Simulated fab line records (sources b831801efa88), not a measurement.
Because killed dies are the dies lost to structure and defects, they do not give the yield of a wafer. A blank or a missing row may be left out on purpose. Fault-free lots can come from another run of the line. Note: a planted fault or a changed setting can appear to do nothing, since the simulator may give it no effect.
fab line records / flow sky130
[record] lots = 5 wafers = 15 lastDay = 48
route steps=708 shown VIA3@577 METAL4@598 CAP2M@603 PAD_OPEN@708
lots that met no fault: from a run of the same line without faults
startH: start of the lot's first displayed wafer, in hours after the record's first day / waitH: hours since the lot's step before / " as in the row above / L1.1+2: several wafers, shown together as one row / - value missing, or start not given / * or withheld: withheld / < > ~ a bound
route shown NAME@n: NAME is a module with steps in the file, n the number in the route of the first one / usual: average and standard deviation across the fault-free wafers / same: alike in all rows / chamber/n: place in a boat / sites: each site's reading / _std_site: standard deviation of those values / _edge_site: mean of outer sites minus mean of inner sites / radiusMm: for every site, how far away it sits from the centre of the wafer / mask NAME#n: copy n / behind: the last tool/chamber to shape the wafer / hold: what put the lot on hold/how long, in hours/how the hold closed / device: transistor that didn't switch, given as n, p or np / end of line: tests of these same wafers at the route's end / a step with no rows: only its recipe / killed: dies that structure and defects cost at the first sort, which is not the same as the wafer's yield / map: per-die view of a wafer (x killed, . not killed, _ where there is no die)
set.NAME: setting as actually run; set.NAME@STEP: the setting as run at that earlier step / model.NAME: the simulator's own value behind a step, which no gauge read
certain route steps with their lots: each step a table, each wafer a row
services: a tool's chamber out of use, with start hour (startH, from the record's first day; less than 0 if before it), hours out, and reason
[[steps]]
[step SKY_VIA3_DEHYDRATE_04]
[recipe] tempC = 200 timeS = 60
[step SKY_VIA3_HMDS_05]
[recipe] primeTimeS = 60 primeTempC = 120
[step SKY_VIA3_COAT_06]
[recipe] resist = BARC tempC = withheld timeS = withheld spinRpm = 3000 resistThkNm = 60
[step SKY_VIA3_COAT_07]
[recipe] resist = KrF-thick spinRpm = 3000 resistThkNm = 450
[step SKY_VIA3_SOFTBAKE_08]
[recipe] tempC = 100 timeS = 90 resist = KrF-thick
[step SKY_VIA3_EXPOSE_09]
[recipe] maskId = VIM3 na = 0.8 sourceShape = annular sigmaInner = 0.55 sigmaOuter = 0.85 targetCdNm = 200 doseMj = 38
[step SKY_VIA3_PEB_10]
[recipe] pebTempC = withheld pebTimeS = withheld resist = KrF-thick
[step SKY_VIA3_DEVELOP_11]
[recipe] developTimeS = 60 resist = KrF-thick devTempC = 21
[step SKY_VIA3_ETCH_14]
[recipe] chemistry = N2/H2 target = BARC ionEnergyEv = 200 sourceW = 500 biasW = 100 pressureMtorr = 30 n2FlowSccm = 100 h2FlowSccm = 200 stopOn = SiO2 timeS = 45.9 targetDepthA = 600
[step SKY_VIA3_ETCH_15]
[recipe] target = SiO2 chemistry = C4F8/O2/Ar targetDepthNm = 507 stopOn = TiN maskMaterial = KrF-thick sourceW = 1500 biasW = 1200 pressureMtorr = 40 c4f8FlowSccm = withheld O2_flow_sccm = 6 Ar_flow_sccm = 300 timeS = 78
[step SKY_VIA3_STRIP_16]
[recipe] chemistry = O2/N2 powerW = 1400 pressureMtorr = 1500 platenTempC = withheld o2FlowSccm = 3000 n2FlowSccm = 300 overashFraction = 0.5
[usual] drypumpMotorCurrentA = 5.6/0.4 oesProductAu = 0.402/0.005 stripTimeToEndpointS = 4.135/0.024
lot.wafer=L849.1 tool=plasmaAsher-01 chamber=0 startH=922.21 waitH=0.0 drypumpMotorCurrentA=5.4 oesProductAu=0.398 rfHoursCounterH=18 stripTimeToEndpointS=4.157
lot.wafer=L849.3 tool=plasmaAsher-01 chamber=0 startH=922.21 waitH=0.0 drypumpMotorCurrentA=5.4 oesProductAu=0.400 rfHoursCounterH=- stripTimeToEndpointS=4.094
lot.wafer=L849.4 tool=plasmaAsher-01 chamber=1 startH=922.21 waitH=0.0 drypumpMotorCurrentA=6.0 oesProductAu=0.395 rfHoursCounterH=- stripTimeToEndpointS=4.119
lot.wafer=L852.2 tool=plasmaAsher-03 chamber=1 startH=944.14 waitH=0.0 drypumpMotorCurrentA=5.5 oesProductAu=0.393 rfHoursCounterH=111 stripTimeToEndpointS=4.104
lot.wafer=L852.5 tool=plasmaAsher-03 chamber=1 startH=944.14 waitH=0.0 drypumpMotorCurrentA=5.5 oesProductAu=0.409 rfHoursCounterH=- stripTimeToEndpointS=4.138
lot.wafer=L852.6 tool=plasmaAsher-03 chamber=0 startH=944.14 waitH=0.0 drypumpMotorCurrentA=6.1 oesProductAu=0.397 rfHoursCounterH=- stripTimeToEndpointS=4.129
lot.wafer=L861.1 tool=plasmaAsher-01 chamber=1 startH=1020.46 waitH=0.0 drypumpMotorCurrentA=6.0 oesProductAu=0.400 rfHoursCounterH=27 stripTimeToEndpointS=4.130
lot.wafer=L861.4 tool=plasmaAsher-01 chamber=0 startH=1020.46 waitH=0.0 drypumpMotorCurrentA=5.4 oesProductAu=0.413 rfHoursCounterH=- stripTimeToEndpointS=4.133
lot.wafer=L861.5 tool=plasmaAsher-01 chamber=1 startH=1020.46 waitH=0.0 drypumpMotorCurrentA=6.0 oesProductAu=0.404 rfHoursCounterH=- stripTimeToEndpointS=4.107
lot.wafer=L863.1 tool=plasmaAsher-01 chamber=1 startH=1024.02 waitH=0.0 drypumpMotorCurrentA=6.0 oesProductAu=0.402 rfHoursCounterH=28 stripTimeToEndpointS=4.164
lot.wafer=L863.4 tool=plasmaAsher-01 chamber=1 startH=1024.02 waitH=0.0 drypumpMotorCurrentA=6.0 oesProductAu=0.405 rfHoursCounterH=- stripTimeToEndpointS=4.160
lot.wafer=L863.5 tool=plasmaAsher-01 chamber=1 startH=1024.02 waitH=0.0 drypumpMotorCurrentA=6.0 oesProductAu=0.409 rfHoursCounterH=- stripTimeToEndpointS=4.138
lot.wafer=L864.1 tool=plasmaAsher-01 chamber=0 startH=1033.46 waitH=0.0 drypumpMotorCurrentA=5.4 oesProductAu=0.403 rfHoursCounterH=28 stripTimeToEndpointS=4.174
lot.wafer=L864.2 tool=plasmaAsher-01 chamber=1 startH=1033.46 waitH=0.0 drypumpMotorCurrentA=6.0 oesProductAu=0.395 rfHoursCounterH=28 stripTimeToEndpointS=4.108
lot.wafer=L864.3 tool=plasmaAsher-01 chamber=1 startH=1033.46 waitH=0.0 drypumpMotorCurrentA=6.0 oesProductAu=0.405 rfHoursCounterH=- stripTimeToEndpointS=4.130
[step SKY_VIA3_STRIP_17]
[recipe] chemistry = postEtchResidueRemover timeS = 1200 tempC = 72.5
[step SKY_VIA3_CLEAN_18]
[recipe] chemistry = IPA timeS = 180 tempC = 25
[step SKY_VIA3_CLEAN_19]
[recipe] chemistry = O3/DIW dry = n2Spin
[step SKY_VIA3_SPUTTER_20]
[recipe] material = TiN targetThkNm = 20 chamberPressurePa = 5 powerW = 4000 timeS = 80
[step SKY_VIA3_CVD_21]
[recipe] material = W targetThkNm = 390 timeS = 117.31 tempC = 400 pressureTorr = 40
[step SKY_VIA3_CMP_24]
[recipe] stopOn = SiO2 tOverpolishS = 20 downForcePsi = 3.5 platenRpm = 60 targetThkNm = 0 padVelocityMS = 0.94248
[step SKY_METAL4_SPUTTER_00]
[recipe] material = Ti targetThkNm = 15 powerW = 3000 timeS = 10 chamberPressurePa = 0.4
[step SKY_METAL4_SPUTTER_01]
[recipe] material = TiN targetThkNm = 20 powerW = 6500 timeS = 16.7 chamberPressurePa = 0.4
[step SKY_METAL4_SPUTTER_02]
[recipe] material = AlCu targetThkNm = 735 powerW = 10600 timeS = 39.1 chamberPressurePa = 0.4
[step SKY_METAL4_SPUTTER_03]
[recipe] material = Ti targetThkNm = 5 powerW = 3000 timeS = 3.3 chamberPressurePa = 0.4
[step SKY_METAL4_SPUTTER_04]
[recipe] material = TiN targetThkNm = 70 powerW = 6500 timeS = 58.3 chamberPressurePa = 0.4
[step SKY_CAP2M_CVD_00]
[recipe] material = SiO2 targetThkNm = 15.5 tempC = 400 timeS = withheld rfW = 450
[step SKY_CAP2M_SPUTTER_02]
[recipe] material = TiN targetThkNm = 200 tempC = 300 powerW = 6500 timeS = 166.7 chamberPressurePa = 0.4
[step SKY_CAP2M_DEHYDRATE_05]
[recipe] tempC = 200 timeS = 60
[step SKY_CAP2M_HMDS_06]
[recipe] primeTimeS = 60 primeTempC = 120
[step SKY_CAP2M_COAT_07]
[recipe] resist = NOVOLAK spinRpm = 3000 resistThkNm = 1140
[step SKY_CAP2M_SOFTBAKE_08]
[recipe] tempC = 90 timeS = 60 resist = NOVOLAK
[step SKY_CAP2M_EXPOSE_09]
[recipe] maskId = CAP2M na = 0.6 sourceShape = conventional sigmaOuter = 0.6 polarization = unpolarized targetCdNm = 1000 doseMj = 159
[step SKY_CAP2M_PEB_10]
[recipe] tempC = withheld timeS = * resist = NOVOLAK
[step SKY_CAP2M_DEVELOP_11]
[recipe] resist = NOVOLAK developer = TMAH developTimeS = 60 devTempC = 23
[step SKY_CAP2M_METAL_ETCH_13]
[recipe] targetDepthNm = 220 stopOn = SiO2 chemistry = Cl2/BCl3 target = TiN pressureMtorr = 10 icpW = 900 biasW = 48.5 Cl2_flow_sccm = 60 bcl3FlowSccm = 30 timeS = 62.9
[step SKY_CAP2M_STRIP_14]
[recipe] chemistry = O2/N2 powerW = 1400 pressureMtorr = 1500 platenTempC = withheld o2FlowSccm = 3000 n2FlowSccm = 300 overashFraction = 0.5
[step SKY_CAP2M_STRIP_15]
[recipe] chemistry = postEtchResidueRemover timeS = 1200 tempC = 72.5
[step SKY_PAD_OPEN_PROBE_99]
[usual] defectLimitedYield = 82.5/1.8 killed_at_M0_to_M3 = 42/6.6 killed_at_M4_up = 3.0/1.8 killedAtContacts = 25/5.1 killedAtFrontEnd = 15/4.4 killedAtOther = 0.3/0.56 killedDies = 86/8.6 killedOpen = 47/6.9 killedShort = 38/6 sort_bin_3_pad_short = 0.8/0.42 sort_bin_5_function = 10.6/1.5 sort_bin_6_memory = 6.1/1.1 sortNPass = 406/8.6 sortYieldPct = 82.5/1.8
[same] grossDies = 492 killedAtBackSide = 0 sort_bin_4_leakage[%] = 0 sort_bin_8_speed[%] = 0
lot.wafer=L849.1 tool=prober-01 chamber=- startH=1068.47 waitH=0.1 defectLimitedYield[%]=83.1 killed_at_M0_to_M3=42 killed_at_M4_up=5 killedAtContacts=22 killedAtFrontEnd=13 killedAtOther=1 killedDies=83 killedOpen=45 killedShort=37 sort_bin_3_pad_short[%]=0.4 sort_bin_5_function[%]=8.7 sort_bin_6_memory[%]=7.7 sortNPass=409 sortYieldPct[%]=83.1 model.etest.tester.sortNPass=409 model.etest.tester.sortYieldPct=83.13 model.etest.tester.sort_bin_5_pct=8.74 model.etest.tester.sort_bin_3_pct=0.4065
lot.wafer=L849.3 tool=prober-01 chamber=- startH=1068.57 waitH=0.2 defectLimitedYield[%]=81.3 killed_at_M0_to_M3=46 killed_at_M4_up=2 killedAtContacts=27 killedAtFrontEnd=17 killedAtOther=0 killedDies=92 killedOpen=55 killedShort=36 sort_bin_3_pad_short[%]=0.6 sort_bin_5_function[%]=13.0 sort_bin_6_memory[%]=5.1 sortNPass=400 sortYieldPct[%]=81.3 model.etest.tester.sortNPass=400 model.etest.tester.sortYieldPct=81.3 model.etest.tester.sort_bin_5_pct=13.01 model.etest.tester.sort_bin_3_pct=0.6098
lot.wafer=L849.4 tool=prober-01 chamber=- startH=1068.62 waitH=0.2 defectLimitedYield[%]=84.1 killed_at_M0_to_M3=38 killed_at_M4_up=3 killedAtContacts=17 killedAtFrontEnd=20 killedAtOther=0 killedDies=78 killedOpen=50 killedShort=27 sort_bin_3_pad_short[%]=0.4 sort_bin_5_function[%]=9.3 sort_bin_6_memory[%]=6.1 sortNPass=414 sortYieldPct[%]=84.1 model.etest.tester.sortNPass=414 model.etest.tester.sortYieldPct=84.15 model.etest.tester.sort_bin_5_pct=9.35 model.etest.tester.sort_bin_3_pct=0.4065
lot.wafer=L852.2 tool=prober-02 chamber=- startH=1087.41 waitH=0.1 defectLimitedYield[%]=83.5 killed_at_M0_to_M3=40 killed_at_M4_up=1 killedAtContacts=26 killedAtFrontEnd=14 killedAtOther=0 killedDies=81 killedOpen=48 killedShort=33 sort_bin_3_pad_short[%]=0.4 sort_bin_5_function[%]=9.3 sort_bin_6_memory[%]=6.7 sortNPass=411 sortYieldPct[%]=83.5 model.etest.tester.sortNPass=411 model.etest.tester.sortYieldPct=83.54 model.etest.tester.sort_bin_5_pct=9.35 model.etest.tester.sort_bin_3_pct=0.4065
lot.wafer=L852.5 tool=prober-02 chamber=- startH=1087.56 waitH=0.2 defectLimitedYield[%]=83.1 killed_at_M0_to_M3=48 killed_at_M4_up=3 killedAtContacts=27 killedAtFrontEnd=5 killedAtOther=0 killedDies=83 killedOpen=44 killedShort=39 sort_bin_3_pad_short[%]=0.8 sort_bin_5_function[%]=8.3 sort_bin_6_memory[%]=7.7 sortNPass=409 sortYieldPct[%]=83.1 model.etest.tester.sortNPass=409 model.etest.tester.sortYieldPct=83.13 model.etest.tester.sort_bin_5_pct=8.333 model.etest.tester.sort_bin_3_pct=0.813
lot.wafer=L852.6 tool=prober-02 chamber=- startH=1087.61 waitH=0.2 defectLimitedYield[%]=80.5 killed_at_M0_to_M3=53 killed_at_M4_up=2 killedAtContacts=26 killedAtFrontEnd=15 killedAtOther=0 killedDies=96 killedOpen=59 killedShort=37 sort_bin_3_pad_short[%]=0.8 sort_bin_5_function[%]=11.8 sort_bin_6_memory[%]=6.9 sortNPass=396 sortYieldPct[%]=80.5 model.etest.tester.sortNPass=396 model.etest.tester.sortYieldPct=80.49 model.etest.tester.sort_bin_5_pct=11.79 model.etest.tester.sort_bin_3_pct=0.813
lot.wafer=L861.1 tool=prober-01 chamber=- startH=1151.68 waitH=0.1 defectLimitedYield[%]=72.2 killed_at_M0_to_M3=102 killed_at_M4_up=1 killedAtContacts=28 killedAtFrontEnd=6 killedAtOther=0 killedDies=137 killedOpen=54 killedShort=32 sort_bin_3_pad_short[%]=2.4 sort_bin_5_function[%]=15.7 sort_bin_6_memory[%]=9.8 sortNPass=355 sortYieldPct[%]=72.2 model.etest.tester.sortNPass=355 model.etest.tester.sortYieldPct=72.15 model.etest.tester.sort_bin_5_pct=15.65 model.etest.tester.sort_bin_3_pct=2.439
lot.wafer=L861.4 tool=prober-01 chamber=- startH=1151.83 waitH=0.2 defectLimitedYield[%]=75.2 killed_at_M0_to_M3=85 killed_at_M4_up=2 killedAtContacts=27 killedAtFrontEnd=8 killedAtOther=0 killedDies=122 killedOpen=35 killedShort=37 sort_bin_3_pad_short[%]=1.6 sort_bin_5_function[%]=17.5 sort_bin_6_memory[%]=5.7 sortNPass=370 sortYieldPct[%]=75.2 model.etest.tester.sortNPass=370 model.etest.tester.sortYieldPct=75.2 model.etest.tester.sort_bin_5_pct=17.48 model.etest.tester.sort_bin_3_pct=1.626
lot.wafer=L861.5 tool=prober-01 chamber=- startH=1151.88 waitH=0.2 defectLimitedYield[%]=73.0 killed_at_M0_to_M3=85 killed_at_M4_up=1 killedAtContacts=28 killedAtFrontEnd=18 killedAtOther=1 killedDies=133 killedOpen=58 killedShort=31 sort_bin_3_pad_short[%]=3.0 sort_bin_5_function[%]=16.3 sort_bin_6_memory[%]=7.7 sortNPass=359 sortYieldPct[%]=73.0 model.etest.tester.sortNPass=359 model.etest.tester.sortYieldPct=72.97 model.etest.tester.sort_bin_5_pct=16.26 model.etest.tester.sort_bin_3_pct=3.049
lot.wafer=L863.1 tool=prober-01 chamber=- startH=1154.08 waitH=0.1 defectLimitedYield[%]=73.8 killed_at_M0_to_M3=90 killed_at_M4_up=6 killedAtContacts=17 killedAtFrontEnd=16 killedAtOther=0 killedDies=129 killedOpen=42 killedShort=39 sort_bin_3_pad_short[%]=2.2 sort_bin_5_function[%]=17.1 sort_bin_6_memory[%]=6.9 sortNPass=363 sortYieldPct[%]=73.8 model.etest.tester.sortNPass=363 model.etest.tester.sortYieldPct=73.78 model.etest.tester.sort_bin_5_pct=17.07 model.etest.tester.sort_bin_3_pct=2.236
lot.wafer=L863.4 tool=prober-01 chamber=- startH=1154.23 waitH=0.2 defectLimitedYield[%]=74.4 killed_at_M0_to_M3=89 killed_at_M4_up=3 killedAtContacts=20 killedAtFrontEnd=14 killedAtOther=0 killedDies=126 killedOpen=47 killedShort=34 sort_bin_3_pad_short[%]=2.4 sort_bin_5_function[%]=16.5 sort_bin_6_memory[%]=6.7 sortNPass=366 sortYieldPct[%]=74.4 model.etest.tester.sortNPass=366 model.etest.tester.sortYieldPct=74.39 model.etest.tester.sort_bin_5_pct=16.46 model.etest.tester.sort_bin_3_pct=2.439
lot.wafer=L863.5 tool=prober-01 chamber=- startH=1154.28 waitH=0.2 defectLimitedYield[%]=72.6 killed_at_M0_to_M3=103 killed_at_M4_up=5 killedAtContacts=14 killedAtFrontEnd=12 killedAtOther=1 killedDies=135 killedOpen=42 killedShort=43 sort_bin_3_pad_short[%]=2.8 sort_bin_5_function[%]=17.7 sort_bin_6_memory[%]=6.9 sortNPass=357 sortYieldPct[%]=72.6 model.etest.tester.sortNPass=357 model.etest.tester.sortYieldPct=72.56 model.etest.tester.sort_bin_5_pct=17.68 model.etest.tester.sort_bin_3_pct=2.846
lot.wafer=L864.1 tool=prober-02 chamber=- startH=1161.88 waitH=0.1 defectLimitedYield[%]=71.3 killed_at_M0_to_M3=97 killed_at_M4_up=2 killedAtContacts=16 killedAtFrontEnd=26 killedAtOther=0 killedDies=141 killedOpen=46 killedShort=42 sort_bin_3_pad_short[%]=1.8 sort_bin_5_function[%]=21.3 sort_bin_6_memory[%]=5.5 sortNPass=351 sortYieldPct[%]=71.3 model.etest.tester.sortNPass=351 model.etest.tester.sortYieldPct=71.34 model.etest.tester.sort_bin_5_pct=21.34 model.etest.tester.sort_bin_3_pct=1.829
lot.wafer=L864.2 tool=prober-02 chamber=- startH=1161.93 waitH=0.1 defectLimitedYield[%]=76.8 killed_at_M0_to_M3=77 killed_at_M4_up=1 killedAtContacts=15 killedAtFrontEnd=21 killedAtOther=0 killedDies=114 killedOpen=39 killedShort=29 sort_bin_3_pad_short[%]=1.6 sort_bin_5_function[%]=16.7 sort_bin_6_memory[%]=4.9 sortNPass=378 sortYieldPct[%]=76.8 model.etest.tester.sortNPass=378 model.etest.tester.sortYieldPct=76.83 model.etest.tester.sort_bin_5_pct=16.67 model.etest.tester.sort_bin_3_pct=1.626
lot.wafer=L864.3 tool=prober-02 chamber=- startH=1161.98 waitH=0.2 defectLimitedYield[%]=74.0 killed_at_M0_to_M3=83 killed_at_M4_up=2 killedAtContacts=21 killedAtFrontEnd=22 killedAtOther=0 killedDies=128 killedOpen=53 killedShort=33 sort_bin_3_pad_short[%]=3.0 sort_bin_5_function[%]=16.3 sort_bin_6_memory[%]=6.7 sortNPass=364 sortYieldPct[%]=74.0 model.etest.tester.sortNPass=364 model.etest.tester.sortYieldPct=73.98 model.etest.tester.sort_bin_5_pct=16.26 model.etest.tester.sort_bin_3_pct=3.049
// killed by level:class
L849.1 CONTACT:geometricParticle:open=13 VIA1:geometricParticle:open=10 METAL1:geometricParticle:short=6 POLY_GATE:geometricParticle:short=5 VIA3:geometricParticle:open=5 METAL2:geometricParticle:short=5 METAL4:geometricParticle:short=5 LI_CONTACT:geometricParticle:open=4
L849.3 CONTACT:geometricParticle:open=13 VIA1:geometricParticle:open=9 LI_CONTACT:geometricParticle:open=8 VIA2:geometricParticle:open=7 FIELD_ISO:geometricParticle:short=5 VIA1:geometricParticle:short=5 VIA2:geometricParticle:short=5 VIA3:geometricParticle:open=5
L849.4 VIA2:geometricParticle:open=11 CONTACT:geometricParticle:open=9 VIA1:geometricParticle:open=8 FIELD_ISO:geometricParticle:short=6 POLY_GATE:geometricParticle:open=5 LI_CONTACT:geometricParticle:open=5 METAL1:geometricParticle:short=5 FIELD_ISO:geometricParticle:open=4
L852.2 LI_CONTACT:geometricParticle:open=9 VIA1:geometricParticle:open=9 CONTACT:geometricParticle:open=8 VIA3:geometricParticle:open=7 POLY_GATE:geometricParticle:short=5 FIELD_ISO:geometricParticle:open=4 METAL3:geometricParticle:short=4 LI_CONTACT:geometricParticle:short=3
L852.5 LI_CONTACT:geometricParticle:open=13 VIA1:geometricParticle:open=12 METAL2:geometricParticle:short=7 VIA3:geometricParticle:open=6 LI_CONTACT:geometricParticle:short=6 VIA1:geometricParticle:short=6 CONTACT:geometricParticle:open=5 METAL1:geometricParticle:short=5
L852.6 VIA1:geometricParticle:open=19 CONTACT:geometricParticle:open=10 LI_CONTACT:geometricParticle:open=9 FIELD_ISO:geometricParticle:short=6 VIA3:geometricParticle:open=6 VIA1:geometricParticle:short=6 METAL1:geometricParticle:short=5 VIA3:geometricParticle:short=4
L861.1 VIA3:unspecified=51 LI_CONTACT:geometricParticle:open=15 VIA1:geometricParticle:open=13 VIA3:geometricParticle:open=10 VIA2:geometricParticle:open=6 CONTACT:geometricParticle:short=5 METAL2:geometricParticle:short=5 LOCAL_INTERCONNECT:geometricParticle:short=4
L861.4 VIA3:unspecified=50 CONTACT:geometricParticle:open=8 LOCAL_INTERCONNECT:geometricParticle:short=6 VIA1:geometricParticle:open=6 METAL2:geometricParticle:short=6 VIA3:geometricParticle:open=5 VIA1:geometricParticle:short=5 VIA2:geometricParticle:open=5
L861.5 VIA3:unspecified=44 CONTACT:geometricParticle:open=17 VIA1:geometricParticle:open=12 VIA3:geometricParticle:open=8 FIELD_ISO:geometricParticle:open=6 LI_CONTACT:geometricParticle:open=4 VIA1:geometricParticle:short=4 VIA2:geometricParticle:short=4
L863.1 VIA3:unspecified=47 CONTACT:geometricParticle:open=7 VIA1:geometricParticle:open=7 VIA2:geometricParticle:open=7 LI_CONTACT:geometricParticle:open=6 FIELD_ISO:geometricParticle:open=5 VIA1:geometricParticle:short=5 METAL1:geometricParticle:short=5
L863.4 VIA3:unspecified=44 VIA1:geometricParticle:open=11 CONTACT:geometricParticle:open=9 METAL1:geometricParticle:short=9 VIA1:geometricParticle:short=7 VIA3:geometricParticle:open=7 LI_CONTACT:geometricParticle:open=6 POLY_GATE:geometricParticle:short=5
L863.5 VIA3:unspecified=48 VIA1:geometricParticle:open=10 CONTACT:geometricParticle:open=7 METAL2:geometricParticle:short=7 VIA1:geometricParticle:short=7 METAL3:geometricParticle:short=7 POLY_GATE:geometricParticle:open=5 VIA3:geometricParticle:open=5
L864.1 VIA3:unspecified=53 VIA1:geometricParticle:open=10 VIA2:geometricParticle:open=9 FIELD_ISO:geometricParticle:short=7 VIA3:geometricParticle:open=7 POLY_GATE:geometricParticle:short=6 CONTACT:geometricParticle:open=6 FIELD_ISO:geometricParticle:open=4
L864.2 VIA3:unspecified=46 VIA1:geometricParticle:open=7 FIELD_ISO:geometricParticle:open=6 POLY_GATE:geometricParticle:open=6 LI_CONTACT:geometricParticle:open=4 METAL3:geometricParticle:short=4 CONTACT:geometricParticle:open=4 VIA3:geometricParticle:short=4
L864.3 VIA3:unspecified=42 VIA1:geometricParticle:open=17 CONTACT:geometricParticle:open=11 POLY_GATE:geometricParticle:short=7 LI_CONTACT:geometricParticle:open=7 FIELD_ISO:geometricParticle:short=5 METAL2:geometricParticle:short=5 FIELD_ISO:geometricParticle:open=4
// map L861.1 (x killed, . not)
__________.xx...x..x_________
________....x..x.....x_______
______.............x.x.._____
_____x........x........xx____
____...........x....x..x.x___
___xx.x...x........xx.x....__
__...........x........x....._
_.x.................x........
_xx.x..x....xx.xx..x..x......
_xxxxxx......................
_xxxxxxx...x..........x.xx...
_xxxxxxxx..............x.x..x
_xxxxxxx.x.x..x.............x
_xxxxxxxx.x...x....xx....x..x
_xxxxxxxx.........x...x..x...
__xxxx.xx.....xx...x........_
___.x...xx..........xx.....__
____.x....x......x.x...x.x___
_____...x.x......x....xx.____
______..x...x..x........_____
________...x....xxx.x._______
__________...x...x.._________
// map L863.5 (x killed, . not)
__________....x....._________
________.......x.x...._______
______.x.......x....x..._____
_____...x.x...x.x..x.x..x____
____x..x....x.............___
___..x................x...x__
__..............x....x....x._
_..xx...x.x......x...........
_x.x....x.xx...x...x.x.....x.
_xx.xx.xx...xx.....x.........
_.xxxxxx......x............x.
_xxxxxxxx....x..........x.xx.
_xxxxxxx.x.x...x.x.....x.x...
_xxxxxxxx.xx.....x.......x...
_xxxxxxxxx.xx....x..xx...x...
__.xxxxxx......x.x.........._
___.x.x..x.....x.x..x.....x__
____x.x...xx.....x.....x..___
_____..................x.____
______x...x..x.........._____
________.x....x.x....._______
__________.......x.x_________
[[services]]
tool=plasmaAsher-01 chamber=- startH=915.56 hours=1.0 kind=repair
tool=plasmaAsher-03 chamber=- startH=1015.61 hours=2.8 kind=pm
[[key]]
[firstSign] step = SKY_PAD_OPEN_PROBE_99 reading = killed_at_M0_to_M3 direction = up sigmas = 7.2 usual = 42 struck = 90
[effect] step = SKY_PAD_OPEN_PROBE_99 reading = killedDies direction = up sigmas = 5 usual = 86 struck = 129
[modelEffect] step = SKY_PAD_OPEN_PROBE_99 value = etest.tester.sortNPass without = 404.4 struck = 362.6
metAt SKY_VIA3_STRIP_16
struckWafers L861.1,L861.4,L861.5,L863.1,L863.4,L863.5,L864.1,L864.2,L864.3
onsetBetween 922.21 1020.46
alsoFits time
[fault] kind = chamberParticleSource tool = plasmaAsher-01 chamber = - onsetH = 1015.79 steps = SKY_VIA3_STRIP_16 ratePerVisitCm2 = 0.71567 endH = 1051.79
